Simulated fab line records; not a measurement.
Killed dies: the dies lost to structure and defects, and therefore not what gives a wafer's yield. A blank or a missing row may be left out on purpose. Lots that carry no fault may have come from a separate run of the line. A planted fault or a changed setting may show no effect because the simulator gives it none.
The tool behind it: which one?    flow gf180mcu    12 lots with 36 wafers sampled at 5 steps, on a route of 602 steps

## WHAT THE GAUGES SHOWED, per wafer
GF_HV_LDD_CD_MEAS_46 targets a cd of 400 nm.
lot   measured      on         cd nm (nm)
L786  day 12 13:55  cd sem-02  396.9 398.0 397.0
L787  day 12 15:43  cd sem-01  401.7 399.6 400.2
L788  day 12 22:01  cd sem-02  401.3 398.3 398.8
L790  day 15 15:31  cd sem-01  400.2 399.3 400.0
L791  day 15 19:35  cd sem-01  401.1 403.8 404.4
L792  day 15 22:38  cd sem-02  402.4 398.6 401.7
L793  day 16 01:42  cd sem-02  400.9 398.6 399.6
L798  day 17 14:14  cd sem-01  433.2 398.5 433.2
L799  day 17 14:30  cd sem-02  394.4 394.8 396.9
L800  day 17 22:30  cd sem-01  434.8 402.9 403.0
L805  day 20 01:24  cd sem-01  402.0 403.0 402.4
L806  day 20 16:30  cd sem-01  400.2 400.2 401.2

GF_HV_LDD_THK_MEAS_57.
lot   measured      on             HV_LDD_CVD_56_THK (nm)
L786  day 12 17:07  film metro-03  89.7 88.9 89.1
L787  day 12 18:59  film metro-03  89.6 90.0 89.4
L788  day 13 01:13  film metro-02  89.7 90.4 89.8
L790  day 15 18:44  film metro-04  90.6 90.6 90.3
L791  day 15 22:48  film metro-04  90.0 89.7 90.3
L792  day 16 01:49  film metro-02  91.3 90.2 91.3
L793  day 16 05:13  film metro-04  90.9 90.6 91.4
L798  day 17 17:27  film metro-04  90.1 90.4 90.1
L799  day 17 18:53  film metro-03  90.0 89.7 89.7
L800  day 18 01:51  film metro-02  90.4 90.3 89.8
L805  day 20 05:19  film metro-04  89.1 88.8 88.5
L806  day 20 20:14  film metro-02  89.9 90.1 90.1

GF_CONTACT_THK_MEAS_03.
lot   measured      on             CONTACT_CVD_02_THK (nm)
L786  day 15 09:09  film metro-02  854 862 867
L787  day 15 10:23  film metro-02  873 883 894
L788  day 15 17:02  film metro-04  846 856 870
L790  day 18 17:37  film metro-03  864 873 880
L791  day 18 22:03  film metro-03  852 849 864
L792  day 19 00:46  film metro-02  853 866 877
L793  day 19 05:07  film metro-03  844 868 873
L798  day 20 20:44  film metro-03  856 872 886
L799  day 20 22:32  film metro-02  858 864 856
L800  day 21 05:12  film metro-04  838 856 851
L805  day 23 06:43  film metro-04  848 848 858
L806  day 23 20:13  film metro-02  843 852 858

## EACH LOT AND THE TOOL THAT RAN IT (in order: tool; ch and the chambers of the sampled wafers; start)
lot   GF_HV_LDD_COAT_41                  GF_HV_LDD_STRIP_49
L786  litho track-02 ch 0, day 12 03:38  plasma asher-02 ch 0, day 12 14:11
L787  litho track-04 ch 0, day 12 05:22  plasma asher-02 ch 0,1, day 12 16:01
L788  litho track-04 ch 0, day 12 12:22  plasma asher-03 ch 0,1, day 12 22:17
L790  litho track-04 ch 0, day 15 04:52  plasma asher-04 ch 0,1, day 15 15:47
L791  litho track-03 ch 0, day 15 08:59  plasma asher-03 ch 0, day 15 19:53
L792  litho track-03 ch 0, day 15 11:59  plasma asher-03 ch 0,1, day 15 22:56
L793  litho track-04 ch 0, day 15 14:47  plasma asher-02 ch 0,1, day 16 02:01
L798  litho track-04 ch 0, day 17 02:32  plasma asher-04 ch 0,1, day 17 14:32
L799  litho track-02 ch 0, day 17 02:40  plasma asher-02 ch 0,1, day 17 14:47
L800  litho track-04 ch 0, day 17 10:47  plasma asher-02 ch 0,1, day 17 22:49
L805  litho track-02 ch 0, day 19 12:22  plasma asher-03 ch 0,1, day 20 01:41
L806  litho track-02 ch 0, day 20 04:28  plasma asher-04 ch 0,1, day 20 16:47
- GF_HV_LDD_COAT_41: resist thk 1000 nm.
- GF_HV_LDD_STRIP_49: strips in O2/N2.

## WHAT THE TOOLS THEMSELVES READ (means of the sampled wafers that have a number; where no wafer has one, the mark that the record gives instead)
GF_HV_LDD_COAT_41.
lot   tool            dispense pressure kPa (kPa)  exhaust pa (Pa)
L786  litho track-02  52                           45.3
L787  litho track-04  44                           44.1
L788  litho track-04  44                           45.5
L790  litho track-04  44                           45.4
L791  litho track-03  52                           44.2
L792  litho track-03  52                           45.5
L793  litho track-04  44                           45.2
L798  litho track-04  44                           45.3
L799  litho track-02  52                           45.2
L800  litho track-04  44                           46.0
L805  litho track-02  52                           45.2
L806  litho track-02  52                           45.3

GF_HV_LDD_STRIP_49.
lot   tool             drypump motor current A (A)  heater power w (W)  oes product au (a.u.)  strip time to endpoint s (s)
L786  plasma asher-02  5.9                          309                 0.713                  12.61
L787  plasma asher-02  5.9                          314                 0.717                  12.65
L788  plasma asher-03  5.5                          260                 0.716                  12.69
L790  plasma asher-04  5.5                          329                 0.716                  12.68
L791  plasma asher-03  5.8                          258                 0.718                  12.63
L792  plasma asher-03  5.5                          259                 0.720                  12.68
L793  plasma asher-02  6.0                          313                 0.713                  12.67
L798  plasma asher-04  5.5                          331                 0.649                  10.36
L799  plasma asher-02  6.0                          316                 0.717                  12.64
L800  plasma asher-02  6.0                          320                 0.684                  11.43
L805  plasma asher-03  5.7                          257                 0.711                  12.71
L806  plasma asher-04  5.4                          342                 0.716                  12.66

## THE ANSWER, worked out from the rows above alone
Rule: the usual values come from the lots themselves. Put in order of their means at a reading, lots are off if they are a third of the lots or fewer, leave a main group of 4 or more, and stand apart from it by a gap of 3 or more times the standard deviation of the main group's means; of several such gaps the widest counts. If all means in a main group match to the digits the tables above print for the reading, that group is not used. Also off: a lot with no number at a reading for which 4 or more lots have one. Any other lot the step has rows for is counted as sound. Order of review: gauges by route order, followed by the tools' own readings, for which a lot's mean as printed above is used. The first step at which some lot is off is used, and at that step the reading that is off furthest; a lot without a number counts as furthest.
Off at GF_HV_LDD_CD_MEAS_46 (cd nm): L798, L800. Mean 399.9 nm and standard deviation 2.1 in the main group.
If a tool, at a process step before that reading, ran all the lots that are off and no sound lot after the first of them, it fits. The gauges at GF_HV_LDD_CD_MEAS_46 aren't tried: what is off there is off at GF_HV_LDD_STRIP_49 too, on other tools, and a gauge's error can't cause that. One candidate fits, namely litho track-04 at GF_HV_LDD_COAT_41. Its last sound lot is L793 (day 15 14:47), its first lot that is off L798 (day 17 02:32): a fault that began between those two fits.

## WHAT THE SIMULATOR HAD PUT IN
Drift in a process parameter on litho track-04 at GF_HV_LDD_COAT_41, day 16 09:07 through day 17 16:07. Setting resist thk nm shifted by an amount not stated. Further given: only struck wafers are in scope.
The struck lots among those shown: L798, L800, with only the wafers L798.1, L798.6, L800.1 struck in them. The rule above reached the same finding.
